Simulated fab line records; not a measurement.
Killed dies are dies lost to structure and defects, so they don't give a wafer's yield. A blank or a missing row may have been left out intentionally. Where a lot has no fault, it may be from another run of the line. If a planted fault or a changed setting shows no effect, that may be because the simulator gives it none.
fab line records	flow gf180mcu
[record] lots = 6	wafers = 18	last_day = 33
route steps=602 shown V4@476
lots that met no fault: taken from a fault-free run of the same line
start_h: hours from the record's first day to the start of the lot's first wafer shown	wait_h: how many hours have passed since the lot's step before this one	" unchanged from the row above	L1.1+2: one row covering several wafers at once	- no value, or no start was given	* or withheld: withheld	< > ~ a bound
route shown NAME@n: NAME is a module with steps in the file, n the number in the route of the first one	usual: average and standard deviation across the fault-free wafers	same: alike in all rows	chamber/n: place in a boat	sites: each site's reading	_std_site: standard deviation across them	_edge_site: mean of outer sites minus mean of inner sites	radius_mm: for every site, how far away it sits from the centre of the wafer	mask NAME#n: copy n	behind: the last tool/chamber to shape the wafer	hold: the reason the lot was held/the length of the hold in hours/how it ended	device: names the non-switching transistor (n, p or np)	end of line: tests of these same wafers at the route's end	where a step has no rows: the recipe by itself	killed: at the first sort, the dies lost to defects and structure; wafer yield is something else	map: a wafer's dies, marking killed ones x, the rest . and places with no die _
set.NAME: setting as actually run; set.NAME@STEP: the setting as run at that earlier step	model.NAME: the simulator's own value behind a step, which no gauge read
lots at selected steps of the route; one table per step, one row per wafer
services: from which hour (start_h, from the record's first day; less than 0 if before it) a tool's chamber was out of use, for how many hours, and why
[[steps]]
[step GF_V4_CVD_00]
[recipe] material = SiO2	target_thk_nm = 600	sigma_open_frac = 0.3	temp_c = 400	time_s = 100	sih4_flow_sccm = 60	pressure_mtorr = 6
[step GF_V4_THK_MEAS_01]
[recipe] reads = SiO2_of_V4_CVD_00
[usual] V4_CVD_00_THK = 601/5.7
lot.wafer	tool	chamber	start_h	wait_h	V4_CVD_00_THK[nm]
L695.3	film_metro-03	-	569.60	0.1	597
L695.4	"	-	"	"	604
L695.5	"	-	"	"	605
L705.2	film_metro-04	-	636.49	0.0	611
L705.4	"	-	"	"	604
L705.5	"	-	"	"	607
L706.1	film_metro-01	-	641.87	0.0	607
L706.2	"	-	"	"	601
L706.6	"	-	"	"	597
L710.1	film_metro-01	-	672.61	0.0	601
L710.5	"	-	"	"	597
L710.6	"	-	"	"	598
L713.1	film_metro-03	-	682.10	0.1	598
L713.5	"	-	"	"	596
L713.6	"	-	"	"	602
L712.1	film_metro-04	-	682.11	0.1	596
L712.4	"	-	"	"	602
L712.6	"	-	"	"	596
[step GF_V4_CVD_02]
[recipe] material = SiO2	target_thk_nm = 850	precursor = TEOS	temp_c = 400	time_s = 94.851	rf_w = 600
[usual] heater_power_w = 707/150	susceptor_temp_C = 400.01/0.2
lot.wafer	tool	chamber	start_h	wait_h	heater_power_w	susceptor_temp_C
L695.3	pecvd-02	0	569.64	0.0	601	400.04
L695.4	"	0	"	"	645	399.99
L695.5	"	1	"	"	986	399.88
L705.2	pecvd-02	1	636.54	0.0	1006	400.19
L705.4	"	1	"	"	840	400.18
L705.5	"	2	"	"	548	400.05
L706.1	pecvd-02	1	641.93	0.1	876	400.02
L706.2	"	2	"	"	683	399.84
L706.6	"	2	"	"	567	399.83
L710.1	pecvd-01	1	672.67	0.1	559	399.72
L710.5	"	1	"	"	594	400.07
L710.6	"	0	"	"	632	399.94
L713.1	pecvd-02	2	682.16	0.1	602	400.19
L713.5	"	0	"	"	686	400.26
L713.6	"	1	"	"	933	400.13
L712.1	pecvd-03	1	682.17	0.1	484	399.75
L712.4	"	2	"	"	765	399.84
L712.6	"	1	"	"	540	399.97
[step GF_V4_THK_MEAS_03]
[recipe] reads = SiO2_of_V4_CVD_02
[usual] V4_CVD_02_THK = 855/11
lot.wafer	tool	chamber	start_h	wait_h	V4_CVD_02_THK[nm]
L695.3	film_metro-04	-	569.73	0.1	867
L695.4	"	-	"	"	882
L695.5	"	-	"	"	867
L705.2	film_metro-04	-	636.62	0.0	835
L705.4	"	-	"	"	867
L705.5	"	-	"	"	861
L706.1	film_metro-03	-	641.99	0.0	839
L706.2	"	-	"	"	837
L706.6	"	-	"	"	859
L710.1	film_metro-03	-	672.74	0.0	842
L710.5	"	-	"	"	862
L710.6	"	-	"	"	867
L713.1	film_metro-03	-	682.23	0.0	855
L713.5	"	-	"	"	873
L713.6	"	-	"	"	869
L712.1	film_metro-01	-	682.24	0.0	864
L712.4	"	-	"	"	877
L712.6	"	-	"	"	876
[step GF_V4_CMP_04]
[recipe] material = SiO2	down_force_psi = 4	platen_rpm = 60	pad_velocity_m_s = 0.94248
[usual] motor_current_A = 12.4/0.84	time_to_endpoint_s = 84/5.2
lot.wafer	tool	chamber	start_h	wait_h	motor_current_A	time_to_endpoint_s
L695.4	cmp-01	2	569.77	0.0	11.3	95
L695.3	"	1	"	"	12.3	97
L695.5	"	2	"	"	11.3	90
L705.2	cmp-02	0	636.72	0.1	11.9	77
L705.4	"	3	"	"	13.4	88
L705.5	"	1	"	"	12.9	84
L706.2	cmp-02	3	642.05	0.0	12.7	73
L706.1	"	1	"	"	12.5	75
L706.6	"	0	"	"	12.0	81
L710.1	cmp-01	1	672.86	0.1	12.1	81
L710.5	"	0	"	"	11.7	89
L710.6	"	1	"	"	12.4	93
L713.1	cmp-02	0	682.29	0.1	12.8	83
L713.6	"	0	"	"	12.2	90
L713.5	"	1	"	"	13.1	87
L712.4	cmp-01	3	682.30	0.0	11.6	93
L712.1	"	0	"	"	12.2	88
L712.6	"	3	"	"	11.7	89
[step GF_V4_BOW_MEAS_05]
[recipe] mode = bow
[usual] V4_BOW = 132/9.3
lot.wafer	tool	chamber	start_h	wait_h	V4_BOW[um]
L695.3	film_metro-04	-	570.11	0.1	133
L695.4	"	-	"	"	146
L695.5	"	-	"	"	149
L705.2	film_metro-04	-	637.04	0.3	134
L705.4	"	-	"	"	139
L705.5	"	-	"	"	129
L706.1	film_metro-01	-	642.35	0.1	129
L706.2	"	-	"	"	133
L706.6	"	-	"	"	128
L710.1	film_metro-04	-	673.13	0.2	126
L710.5	"	-	"	"	131
L710.6	"	-	"	"	133
L713.1	film_metro-04	-	682.59	0.2	133
L713.5	"	-	"	"	144
L713.6	"	-	"	"	131
L712.1	film_metro-01	-	682.60	0.2	140
L712.4	"	-	"	"	126
L712.6	"	-	"	"	128
[step GF_V4_DEHYDRATE_06]
[recipe] temp_c = 200	time_s = 60
[step GF_V4_HMDS_07]
[recipe] prime_time_s = 60	prime_temp_c = 120.9
[step GF_V4_COAT_08]
[recipe] resist = BARC	temp_c = withheld	time_s = withheld	spin_rpm = withheld	resist_thk_nm = withheld
[step GF_V4_COAT_09]
[recipe] resist = KrF	spin_rpm = withheld	resist_thk_nm = 1000
[step GF_V4_SOFTBAKE_10]
[recipe] temp_c = 130	time_s = 60	resist = KrF
[step GF_V4_EXPOSE_11]
[recipe] mask_id = Via4	target_cd_nm = 260	na = 0.68	source_shape = conventional	sigma_outer = 0.6	dose_mj = 38
[step GF_V4_PEB_12]
[recipe] peb_temp_c = 135	peb_time_s = 90	resist = KrF
[usual] chill_plate_temp_C = 22.97/0.11	exhaust_pa = 45.0/0.83	heater_power_total_W = 85.70/0.089
lot.wafer	tool	chamber	start_h	wait_h	chill_plate_temp_C	exhaust_pa	heater_power_total_W
L695.3	litho_track-03	0	591.52	-	22.79	45.2	85.73
L695.4	"	0	"	"	22.86	44.3	85.71
L695.5	"	0	"	"	22.97	45.5	85.80
L705.2	litho_track-03	-	656.24	-	-	-	-
L705.4	"	-	"	"	-	-	-
L705.5	"	-	"	"	-	-	-
L706.1	litho_track-03	-	661.36	-	-	-	-
L706.2	"	-	"	"	-	-	-
L706.6	"	-	"	"	-	-	-
L710.1	litho_track-04	0	692.73	-	23.07	44.0	85.66
L710.5	"	0	"	"	23.04	43.9	85.74
L710.6	"	0	"	"	22.92	44.4	85.72
L713.1	litho_track-04	0	701.03	-	22.84	45.9	85.69
L713.5	"	0	"	"	22.95	45.6	85.60
L713.6	"	0	"	"	22.88	46.2	85.82
L712.1	litho_track-04	0	701.68	-	22.99	45.1	85.82
L712.4	"	0	"	"	22.97	43.4	85.74
L712.6	"	0	"	"	22.84	45.9	85.56
[step GF_V4_DEVELOP_13]
[recipe] develop_time_s = 60	resist = KrF	dev_temp_c = 21
[[services]]
tool	chamber	start_h	hours	kind
pecvd-03	0	566.17	14.8	repair
cmp-02	-	575.96	4.0	pm
cmp-02	-	579.96	-	consumable_replace:conditioner
cmp-02	-	579.96	-	consumable_replace:pad
pecvd-01	-	591.12	14.0	pm
pecvd-01	0	591.12	14.0	vent_cycle
pecvd-01	1	591.12	14.0	vent_cycle
pecvd-01	2	591.12	14.0	vent_cycle
cmp-02	-	591.54	3.5	pm
pecvd-03	-	596.83	14.6	pm
pecvd-01	0	605.12	-	clean
pecvd-01	1	605.12	-	clean
pecvd-01	2	605.12	-	clean
pecvd-01	-	622.90	1.2	repair
cmp-02	-	634.11	0.3	repair
cmp-01	-	668.69	0.5	repair
cmp-01	-	684.07	1.4	repair
pecvd-02	-	690.89	6.0	repair
[[key]]
[first_sign] step = GF_V4_PEB_12	reading = tool_record	direction = missing
effect none on later readings
met_at GF_V4_PEB_12
struck_wafers L705.2,L705.4,L705.5,L706.1,L706.2,L706.6
later_rows_left_out L705.2,L705.4,L705.5,L706.1,L706.2,L706.6
sort_left_out L705.2,L705.4,L705.5,L706.1,L706.2,L706.6
onset_between 591.52 656.24
[fault] kind = skipped_step_whole	tool = litho_track-03	chamber = -	onset_h = 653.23	steps = GF_V4_PEB_12	scope = struck_lots_only
// sort_left_out: the simulated sort isn't trusted on such a fault, so these wafers' sort isn't shown, and their yield isn't known
// later_rows_left_out: the simulator's readings of these wafers behind a module that went badly wrong aren't trusted and aren't shown, but for the sort
